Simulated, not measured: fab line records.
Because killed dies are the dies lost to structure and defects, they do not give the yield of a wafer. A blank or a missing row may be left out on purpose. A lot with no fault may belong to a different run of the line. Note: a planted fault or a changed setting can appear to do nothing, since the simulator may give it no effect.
Comparing a struck lot with a sound one || flow sky130 || 15 steps out of a route of 708
Sound: these wafers, L368.1, L368.2, L368.6. Wafers L380.1, L380.3, L380.5 were the ones struck. At the end, the cause is stated.
Order at every step that has rows: each side's tool, ch and its chambers, its first start. Under that, the readings that differ: sound wafers || struck wafers || difference of the means || sigmas: that difference in standard deviations of wafers without a fault.
alike: words and numbers the same on both sides, and readings whose means are apart by under 2 such deviations; not compared: readings that were withheld, readings missing a value for some wafer, numbers with overlapping values and no deviation given by the record, and bounds like >300 which may hide the same value.
A row with sigmas, a row that says differs or no value, or rows on one side alone: a step with any of these is where the two part. Numbers that have no deviation but don't overlap get no sigmas and don't part them. A reading missing from all wafers of one side parts the sides only when that side holds two or more wafers.

first, 1 step without rows for these wafers: SKY_SD_P_DEVELOP_06 (develop time 60 s).
SKY_SD_P_CD_MEAS_07 targets a cd of 380 nm.
  struck on cd sem-01, day 30 04:22; sound on cd sem-01, day 26 18:07
  alike: cd nm
SKY_SD_P_OVL_MEAS_08:
  struck on overlay-02, day 30 04:29; sound on overlay-01, day 26 18:14
  alike: SD_P_OVL
then, 1 step without rows for these wafers: SKY_SD_P_IMPLANT_09.
SKY_SD_P_STRIP_10: strips in O2/N2.
  sound on plasma asher-03 ch 0,1, day 26 18:25; struck on plasma asher-02 ch 1, day 30 04:40
  alike: drypump motor current A, oes product au, strip time to endpoint s
  not compared: rf hours counter h
SKY_SD_P_TW_MEAS_11:
  struck on film metro-01, day 30 04:46; sound on film metro-03, day 26 18:31
  alike: SD_P_TW
then, 6 steps without rows for these wafers: SKY_RES_XHIGH_DEHYDRATE_00 (time 60 s); SKY_RES_XHIGH_HMDS_01 (prime time 60 s); SKY_RES_XHIGH_COAT_02 (resist thk 1140 nm); SKY_RES_XHIGH_SOFTBAKE_03 (time 60 s); SKY_RES_XHIGH_EXPOSE_04 (exposes mask URPM, target cd 1270 nm); SKY_RES_XHIGH_PEB_05.
SKY_RES_XHIGH_DEVELOP_06: develop time 60 s.
  sound on litho track-03 ch 0, day 27 22:28; struck on litho track-02 ch 0, day 31 07:43
{"reading": "developer temp C (C)", "sound": "22.96 22.95 23.12", "struck": "22.03 22.15 21.97", "difference": -0.96, "sigmas": -9}
  alike: chill plate temp C
then, 2 steps without rows for these wafers: SKY_RES_XHIGH_IMPLANT_07; SKY_PAD_OPEN_PROBE_99.

== WHERE THEY PART ==
SKY_RES_XHIGH_DEVELOP_06 only, going by this record.

WHY: the cause the simulator had injected
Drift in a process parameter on litho track-02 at SKY_RES_XHIGH_DEVELOP_06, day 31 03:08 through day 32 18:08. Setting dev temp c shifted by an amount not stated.
